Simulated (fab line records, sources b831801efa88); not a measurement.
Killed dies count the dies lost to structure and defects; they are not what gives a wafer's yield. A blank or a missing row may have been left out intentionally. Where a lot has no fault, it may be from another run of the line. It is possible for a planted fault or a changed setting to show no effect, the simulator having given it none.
Which tool did it? | flow sky130 | 31 wafers from 11 lots sampled at 3 of the route's 708 steps

WHAT THE GAUGES READ, wafer by wafer
SKY_VIA3_THK_MEAS_23: measures by xrf. Usual: VIA3_W_THK 377 nm, standard deviation 4.7.
lot  | measured     | on           | VIA3_W_THK (nm) | flag
L355 | day 40 10:08 | filmMetro-01 | 373 380 377     | 
L357 | day 40 18:59 | filmMetro-02 | 376 383 374     | 
L356 | day 40 22:35 | filmMetro-02 | 366 365 373     | 
L363 | day 42 15:31 | filmMetro-02 | 374 374 380     | 
L367 | day 43 15:34 | filmMetro-02 | 376 377 378     | 
L368 | day 44 01:19 | filmMetro-02 | 384 385 381     | 
L369 | day 44 07:33 | filmMetro-01 | 373 369         | 
L375 | day 45 17:10 | filmMetro-01 | 384 387 378     | 
L376 | day 45 22:08 | filmMetro-03 | 373 373 373     | 
L377 | day 46 02:13 | filmMetro-02 | 384 375 372     | 
L378 | day 46 02:59 | filmMetro-03 | 373 371         | 

TOOL THAT RAN EACH LOT (tool first, then ch and the chambers of the sampled wafers, then the start)
lot  | SKY_METAL2_SPUTTER_04       | SKY_VIA3_SPUTTER_20
L355 | pvdSputter-04, day 34 18:59 | pvdSputter-01, day 40 09:49
L357 | pvdSputter-04, day 35 02:32 | pvdSputter-02, day 40 18:41
L356 | pvdSputter-01, day 35 08:15 | pvdSputter-01, day 40 22:16
L363 | pvdSputter-01, day 37 05:34 | pvdSputter-02, day 42 15:13
L367 | pvdSputter-04, day 38 08:04 | pvdSputter-04, day 43 15:14
L368 | pvdSputter-04, day 38 18:35 | pvdSputter-01, day 44 01:01
L369 | pvdSputter-04, day 39 01:07 | pvdSputter-02, day 44 07:14
L375 | pvdSputter-01, day 40 18:46 | pvdSputter-01, day 45 16:51
L376 | pvdSputter-04, day 40 20:55 | pvdSputter-04, day 45 21:50
L377 | pvdSputter-04, day 41 01:35 | pvdSputter-02, day 46 01:55
L378 | pvdSputter-04, day 41 03:01 | pvdSputter-02, day 46 02:40
- SKY_METAL2_SPUTTER_04: material TiN, target thk 70 nm, time 58.3 s.
- SKY_VIA3_SPUTTER_20: material TiN, target thk 20 nm, time 80 s.

AS READ BY THE TOOLS THEMSELVES (means over the sampled wafers that have a number; for cases with no such wafer, the mark the record gives instead)
SKY_METAL2_SPUTTER_04. Usual: 30.3 % for throttleValvePct, sd 1.1.
lot  | tool          | throttleValvePct (%) | flag
L355 | pvdSputter-04 | 31.0                 | 
L357 | pvdSputter-04 | 30.8                 | 
L356 | pvdSputter-01 | 29.5                 | 
L363 | pvdSputter-01 | 29.3                 | 
L367 | pvdSputter-04 | 31.2                 | 
L368 | pvdSputter-04 | 29.6                 | 
L369 | pvdSputter-04 | 31.2                 | 
L375 | pvdSputter-01 | 30.1                 | 
L376 | pvdSputter-04 | 31.3                 | 
L377 | pvdSputter-04 | 30.4                 | 
L378 | pvdSputter-04 | 31.1                 | 

SKY_VIA3_SPUTTER_20. Usual: 29.9 % for throttleValvePct, sd 0.89.
lot  | tool          | throttleValvePct (%) | flag
L355 | pvdSputter-01 | 30.4                 | 
L357 | pvdSputter-02 | 29.7                 | 
L356 | pvdSputter-01 | 30.1                 | 
L363 | pvdSputter-02 | 29.7                 | 
L367 | pvdSputter-04 | 31.4                 | 
L368 | pvdSputter-01 | 30.0                 | 
L369 | pvdSputter-02 | 29.1                 | 
L375 | pvdSputter-01 | 30.3                 | 
L376 | pvdSputter-04 | 30.1                 | 
L377 | pvdSputter-02 | 29.6                 | 
L378 | pvdSputter-02 | 29.4                 | 

THE ANSWER, worked out from the rows above alone
Rule: lot off if the mean of its wafers having a number is beyond 3 standard deviations from the usual mean. A lot without any number at a reading at which 4 lots or more have one is off too. Any other lot the step has rows for is counted as sound. Order of review: gauges by route order, followed by the tools' own readings, for which a lot's mean as printed above is used. At the first step where some lot is off, the reading lying furthest off is the one used; lots without a number count as furthest.
None of the lots is off at any reading shown; this tells nothing.

WHAT THE SIMULATOR PUT IN
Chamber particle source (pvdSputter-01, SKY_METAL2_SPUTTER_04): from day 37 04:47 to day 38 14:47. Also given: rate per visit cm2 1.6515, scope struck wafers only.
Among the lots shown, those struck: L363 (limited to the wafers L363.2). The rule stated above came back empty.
